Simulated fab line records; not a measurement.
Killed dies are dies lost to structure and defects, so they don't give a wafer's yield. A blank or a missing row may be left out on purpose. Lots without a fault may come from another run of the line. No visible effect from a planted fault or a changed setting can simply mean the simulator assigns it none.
Matching of chambers | flow sky130 | hdpcvd-02 running SKY_VIA2_HDPCVD_00: 3 sister chambers
The step deposits SiO2, target thk 1180 nm, time 196.7 s. 6 wafers are shown with their chamber, then 7 later ones without.

== WAFERS PAIRED WITH THEIR CHAMBERS ==
wafer  | chamber | pressure_mtorr (mTorr)
L333.6 | 0       | 6.008
L339.3 | 0       | 5.994
L346.3 | 2       | 5.997
L346.6 | 1       | 6.017
L350.1 | 2       | 6.010
L350.5 | 1       | 6.005

== WAFERS MISSING THEIR CHAMBER ==
wafer  | pressure_mtorr (mTorr)
L350.6 | 6.009
L351.1 | 5.978
L351.4 | 5.989
L351.6 | 5.971
L355.3 | 6.002
L355.5 | 5.994
L355.6 | 5.987

== THE CHAMBER EACH PASSED THROUGH ==
wafer  | from the rows above          | in truth
L350.6 | can't be placed: 1 or 2 or 0 | 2
L351.1 | can't be placed: 0 or 2 or 1 | 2
L351.4 | can't be placed: 0 or 2 or 1 | 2
L351.6 | can't be placed: 0 or 2 or 1 | 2
L355.3 | can't be placed: 0 or 2 or 1 | 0
L355.5 | can't be placed: 0 or 2 or 1 | 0
L355.6 | can't be placed: 0 or 2 or 1 | 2
Placed correctly: 0 of 7. From these rows, 7 cannot be placed; in 7 the true chamber is one of the candidates. Wrongly placed: 0.
How it was worked out, from the rows above alone: a wafer's distance from a chamber is the root of the sum, over the readings, of the square of ((its reading less the chamber's mean) divided by the reading's scatter). The wafer belongs to the nearest chamber; if the next one is less than 2 further off, it can't be placed. A chamber's mean is the mean of its shown wafers. The scatter: take each reading less its chamber's mean, square it, sum over the shown wafers, divide by the number of wafers less the number of chambers, and take the root.
